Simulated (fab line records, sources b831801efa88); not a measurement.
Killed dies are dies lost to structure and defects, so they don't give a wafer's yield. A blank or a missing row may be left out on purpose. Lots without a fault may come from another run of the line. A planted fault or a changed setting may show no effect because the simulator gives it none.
Chamber matching | flow sky130 | SKY_SPACER_ETCHBACK_02 on rie_diel-01: 4 sister chambers
The step etches Si3N4 in CH3F/O2, stops on SiO2, time 46.7 s, target depth 45 nm. 16 wafers are shown with their chamber, then 8 later ones without.

WAFERS WITH THEIR CHAMBER
wafer  | chamber | drypump_motor_current_A (A) | throttle_valve_pct (%) | oes_product_au (a.u.)
L074.2 | 2       | 5.1                         | 10.562                 | 0.858
L074.3 | 1       | 5.5                         | 10.560                 | 0.858
L074.4 | 0       | 5.8                         | 10.559                 | 0.858
L076.2 | 2       | 5.1                         | 10.565                 | 0.849
L076.3 | 1       | 5.5                         | 10.564                 | 0.845
L076.6 | 1       | 5.5                         | 10.558                 | 0.853
L077.1 | 2       | 5.1                         | 10.557                 | 0.854
L077.4 | 2       | 5.2                         | 10.567                 | 0.833
L077.5 | 3       | 5.8                         | 10.552                 | 0.850
L083.1 | 2       | 5.1                         | 10.559                 | 0.855
L083.2 | 1       | 5.5                         | 10.568                 | 0.856
L083.6 | 2       | 5.2                         | 10.562                 | 0.860
L084.1 | 3       | 5.9                         | 10.555                 | 0.867
L084.3 | 1       | 5.5                         | 10.569                 | 0.857
L084.6 | 1       | 5.5                         | 10.571                 | 0.877
L088.2 | 3       | 5.8                         | 10.571                 | 0.853

SIGNATURES (means of the wafers above)
reading                 | chamber 0 | chamber 1 | chamber 2 | chamber 3 | scatter within a chamber
drypump_motor_current_A | 5.800     | 5.500     | 5.133     | 5.833     | 0.0408
throttle_valve_pct      | 10.55900  | 10.56500  | 10.56200  | 10.55933  | 0.00586
oes_product_au          | 0.85800   | 0.85767   | 0.85150   | 0.85667   | 0.01
Rule: a wafer's distance from a chamber is the root of the sum, over the readings, of the square of ((its reading less the chamber's mean) divided by the reading's scatter). The wafer belongs to the nearest chamber; if the next one is less than 2 further off, it can't be placed. The scatter: the root of (the sum of the squares of (reading less its chamber's mean) over the shown wafers, divided by (wafers less chambers)).

WAFERS WITHOUT THEIR CHAMBER
wafer  | drypump_motor_current_A (A) | throttle_valve_pct (%) | oes_product_au (a.u.)
L088.5 | 5.9                         | 10.567                 | 0.841
L088.6 | 5.2                         | 10.566                 | 0.841
L091.1 | 5.8                         | 10.551                 | 0.841
L091.2 | 5.1                         | 10.566                 | 0.841
L091.5 | 5.8                         | 10.563                 | 0.848
L092.1 | 5.8                         | 10.548                 | 0.859
L092.3 | 5.9                         | 10.574                 | 0.851
L092.6 | 5.5                         | 10.557                 | 0.862

WHICH CHAMBER EACH WENT THROUGH
wafer  | from the rows above     | in truth
L088.5 | can't be placed: 3 or 0 | 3
L088.6 | 2                       | 2
L091.1 | can't be placed: 0 or 3 | 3
L091.2 | 2                       | 2
L091.5 | can't be placed: 0 or 3 | 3
L092.1 | can't be placed: 0 or 3 | 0
L092.3 | can't be placed: 3 or 0 | 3
L092.6 | 1                       | 1
Placed correctly: 3 of 8. Can't be placed from these rows: 5 (the true chamber is among the candidates in 5). Placed wrongly: 0.
